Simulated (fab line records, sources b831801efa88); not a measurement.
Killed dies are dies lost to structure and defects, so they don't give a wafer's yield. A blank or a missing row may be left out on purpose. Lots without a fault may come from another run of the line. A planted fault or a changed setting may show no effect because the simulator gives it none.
One fault seen from 2 desks | flow gf180mcu | each desk has only its own numbers; what lay behind them comes last

THE METROLOGY DESK
What the gauges read, lot by lot, whatever tool the lot ran on: means of the sampled wafers that have a number. A lot is out of limits, marked OUT, if its mean lies more than 4 standard deviations from the usual mean; the brackets give that distance.
Columns: A = DUAL_GATE_OXIDATION_00_THK at GF_DUAL_GATE_THK_MEAS_03, usual 10.83 nm; B = DUAL_GATE_OVL at GF_DUAL_GATE_OVL_MEAS_11, usual -0.4 nm
lot  | first seen here | A     | B
L682 | day 9 00:17     | 10.87 | -0.8
L685 | day 9 22:26     | 10.86 | -0.8
L688 | day 10 18:34    | 10.72 | -0.8
L690 | day 11 02:58    | 10.55 | -0.1
L698 | day 13 05:38    | 10.68 | 0.1
L700 | day 13 19:15    | 10.79 | 0.8
This desk's finding: nothing out of limits on any of the 6 lots.

THE TOOL OWNER'S DESK: furnace-01
The tool's own readings at GF_DUAL_GATE_OXIDATION_15 (stabilise 600 s, purge 300 s, target thk 7.098 nm): means of the sampled wafers that have a number, for each lot that ran on this tool. A lot is out of limits, marked OUT, if its mean lies more than 4 standard deviations from the usual mean; the brackets give that distance.
Columns: A = ox_temp_c_max at GF_DUAL_GATE_OXIDATION_15, usual 853.4; B = zone_power_bottom_pct at GF_DUAL_GATE_OXIDATION_15, usual 24.4 %
lot  | first seen here | A     | B
L682 | day 9 17:47     | 852.8 | 25.7
L688 | day 11 13:41    | 853.9 | 26.2
L690 | day 11 21:59    | 854.3 | 26.0
L698 | day 14 06:47    | 853.4 | 25.8
This desk's finding: nothing out of limits on any of the 4 lots.

PUT TOGETHER
The metrology desk saw nothing out of limits.
The tool owner's desk saw nothing out of limits.

WHAT THE SIMULATOR HAD PUT IN
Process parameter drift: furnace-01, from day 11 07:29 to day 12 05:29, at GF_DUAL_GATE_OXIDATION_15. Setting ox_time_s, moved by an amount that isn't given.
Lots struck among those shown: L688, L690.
